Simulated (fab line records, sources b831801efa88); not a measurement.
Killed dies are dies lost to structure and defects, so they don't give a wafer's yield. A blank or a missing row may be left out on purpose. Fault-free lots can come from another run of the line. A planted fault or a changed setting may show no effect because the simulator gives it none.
Chamber matching	flow gf180mcu	GF_CONTACT_CMP_27 on cmp-01 has 4 sister chambers
The step polishes, stops on SiO2, t overpolish 15 s, target thk 0 nm. 8 wafers are shown with their chamber, then 8 later ones without.

== WAFERS WITH THEIR CHAMBER ==
wafer	chamber	motor current A (A)	time to endpoint s (s)
L617.6	0	11.4	69
L624.5	0	11.2	71
L635.2	1	13.8	67
L635.4	3	10.8	72
L636.4	2	10.8	70
L636.5	1	13.6	67
L636.6	2	11.1	70
L637.3	3	11.3	72

== WAFERS MISSING THEIR CHAMBER ==
wafer	motor current A (A)	time to endpoint s (s)
L637.4	10.9	71
L637.5	11.0	74
L638.1	11.4	72
L638.4	11.4	73
L638.5	11.6	73
L639.2	10.7	77
L639.4	11.0	75
L639.6	10.7	74

== EACH ONE'S CHAMBER ==
wafer	from the rows above	in truth
L637.4	can't be placed: 2 or 3 or 0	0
L637.5	3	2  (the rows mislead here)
L638.1	can't be placed: 3 or 0 or 2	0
L638.4	3	3
L638.5	can't be placed: 3 or 0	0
L639.2	3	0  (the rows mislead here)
L639.4	3	3
L639.6	3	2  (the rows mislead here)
2 of 8 placed correctly. From these rows, 3 cannot be placed; in 3 the true chamber is one of the candidates. Placed wrongly: 3.
How it was worked out, from the rows above alone: a wafer's distance from a chamber is the root of the sum, over the readings, of the square of ((its reading less the chamber's mean) divided by the reading's scatter). The wafer belongs to the nearest chamber; if the next one is less than 2 further off, it can't be placed. For every chamber, the mean is computed from those of its wafers that are shown. How the scatter is found: for the shown wafers, subtract from each reading the mean of its chamber, square and add these, divide the total by (wafers less chambers), then take the root.
